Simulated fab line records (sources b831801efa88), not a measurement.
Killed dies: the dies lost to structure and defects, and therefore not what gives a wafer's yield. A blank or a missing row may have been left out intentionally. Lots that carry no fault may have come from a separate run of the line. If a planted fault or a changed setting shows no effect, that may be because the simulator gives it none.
One fault seen from 2 desks | flow sky130 | each desk has only its own numbers; what lay behind them comes last

== TOOL OWNER'S DESK, litho track-03 ==
At SKY_VT_ADJUST_HVTP_SOFTBAKE_03 (time 60 s), the tool's own readings, given per lot that ran on this tool as the mean of the sampled wafers with a number. Any lot whose mean is over 4 standard deviations away from the usual mean is out of limits and marked OUT; that distance is given in the brackets.
Columns: A = chill plate temp C at SKY_VT_ADJUST_HVTP_SOFTBAKE_03, usual 22.98 C; B = run length s at SKY_VT_ADJUST_HVTP_SOFTBAKE_03, usual 89.13 s
lot  | first seen here | A     | B
L922 | day 5 14:00     | 23.06 | 89.09
L942 | day 10 22:37    | 23.04 | 109.64 (+99 or more) OUT
L943 | day 11 06:12    | 22.90 | 109.64 (+99 or more) OUT
This desk finds L942, L943 out of limits, L942 being first, at day 10 22:37 (run length s at SKY_VT_ADJUST_HVTP_SOFTBAKE_03). L922 stayed within limits.

== FROM THE METROLOGY DESK ==
Lot by lot, what the gauges showed, no matter which tool ran the lot: averages of those sampled wafers that carry a number. Any lot whose mean is over 4 standard deviations away from the usual mean is out of limits and marked OUT; that distance is given in the brackets.
Columns: A = NWELL_01_OVL at SKY_NWELL_OVL_MEAS_23, usual -0.3 nm; B = NWELL_2_TW at SKY_NWELL_TW_MEAS_26, usual 496.7; C = NWELL_RS at SKY_NWELL_RS_MEAS_29, usual 624.5 ohm/sq; D = PWDE_RS at SKY_NWELL_RS_MEAS_31, usual 5275 ohm/sq; E = cd nm at SKY_VT_ADJUST_HVTP_CD_MEAS_07, usual 380.7 nm
lot  | first seen here | A    | B     | C     | D    | E
L922 | day 5 04:40     | 1.0  | 502.9 | 625.7 | 5271 | 385.9
L934 | day 8 08:30     | -1.0 | 495.2 | 625.8 | 5268 | 377.8
L942 | day 10 10:43    | -3.4 | 497.2 | 624.1 | 5301 | 385.4
L943 | day 10 18:14    | -0.7 | 495.8 | 623.6 | 5263 | 383.5
L944 | day 10 20:44    | -0.0 | 496.3 | 624.1 | 5313 | 380.3
L945 | day 11 05:15    | 0.3  | 495.4 | 626.0 | 5261 | 379.4
This desk's finding: nothing out of limits on any of the 6 lots.

== ALL TOGETHER ==
On L942, L943, at day 10 22:37, an alarm was possible from the tool owner's desk.
Nothing out of limits was seen by the metrology desk.
The metrology desk has L942, L943 on record, within its limits.
On litho track-03, each named lot ran SKY_VT_ADJUST_HVTP_SOFTBAKE_03.

== WHAT WAS PUT IN BY THE SIMULATOR ==
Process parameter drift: litho track-03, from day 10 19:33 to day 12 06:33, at SKY_VT_ADJUST_HVTP_SOFTBAKE_03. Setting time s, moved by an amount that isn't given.
Struck lots among those shown: L942, L943.
Time in hours from fault onset to the first out-of-limits reading at each desk: the tool owner's desk, 3.
